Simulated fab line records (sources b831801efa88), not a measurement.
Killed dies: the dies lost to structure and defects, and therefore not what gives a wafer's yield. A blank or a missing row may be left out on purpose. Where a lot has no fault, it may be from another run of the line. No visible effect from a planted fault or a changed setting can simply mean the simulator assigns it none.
One fault seen from 2 desks :: flow gf180mcu :: each desk has only its own numbers; what lay behind them comes last

== AT THE METROLOGY DESK ==
What the gauges read, lot by lot, whatever tool the lot ran on: means of the sampled wafers that have a number. Any lot whose mean is over 4 standard deviations away from the usual mean is out of limits and marked OUT; that distance is given in the brackets.
Columns: A = cd_nm at GF_V2_CD_MEAS_14, usual 259.8 nm
lot: L809
first seen here: day 20 05:23
A: 259.6

lot: L811
first seen here: day 21 01:40
A: 261.1

lot: L812
first seen here: day 21 07:18
A: 263.1

lot: L815
first seen here: day 22 11:18
A: 251.7 (-6.2) OUT

lot: L818
first seen here: day 23 18:29
A: 249.6 (-7.8) OUT

lot: L822
first seen here: day 25 01:01
A: 259.3

lot: L827
first seen here: day 26 17:42
A: 259.1

lot: L828
first seen here: day 26 18:39
A: 258.9

lot: L829
first seen here: day 27 04:18
A: 260.0

lot: L830
first seen here: day 27 08:40
A: 260.9

lot: L832
first seen here: day 27 19:20
A: 257.5

lot: L831
first seen here: day 27 22:44
A: 258.5
This desk finds L815, L818 out of limits, L815 being first, at day 22 11:18 (cd_nm at GF_V2_CD_MEAS_14). Within limits: L809, L811, L812, L822, L827, L828, L829, L830, L832, L831.

== AT THE TOOL OWNER'S DESK: litho_track-04 ==
The tool's own readings at GF_V2_SOFTBAKE_10 (time 60 s): means of the sampled wafers that have a number, for each lot that ran on this tool. Any lot whose mean is over 4 standard deviations away from the usual mean is out of limits and marked OUT; that distance is given in the brackets.
Columns: A = heater_power_total_W at GF_V2_SOFTBAKE_10, usual 93.04 W; B = plate_temp_C at GF_V2_SOFTBAKE_10, usual 129.96 C
lot: L812
first seen here: day 20 19:00
A: 93.06
B: 130.16

lot: L815
first seen here: day 21 23:00
A: 89.90 (-51) OUT
B: 126.39 (-24) OUT

lot: L818
first seen here: day 23 06:00
A: 89.97 (-50) OUT
B: 126.49 (-23) OUT

lot: L829
first seen here: day 26 17:00
A: 93.06
B: 129.90

lot: L831
first seen here: day 27 12:00
A: 93.02
B: 129.97
This desk finds L815, L818 out of limits, L815 being first, at day 21 23:00 (heater_power_total_W at GF_V2_SOFTBAKE_10). Within limits: L812, L829, L831.

== TAKEN TOGETHER ==
On L815, L818, at day 21 23:00, an alarm was possible from the tool owner's desk.
Metrology desk: alarm possible at day 22 11:18 on L815, L818.
On litho_track-04, each named lot ran GF_V2_SOFTBAKE_10.

== WHAT HAD BEEN PUT IN BY THE SIMULATOR ==
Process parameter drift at GF_V2_SOFTBAKE_10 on litho_track-04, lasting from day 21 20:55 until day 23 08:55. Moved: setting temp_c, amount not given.
Shown lots that were struck: L815, L818.
Counting hours from when the fault started, the first reading out of limits came at 2 for the tool owner's desk and at 14 for the metrology desk.
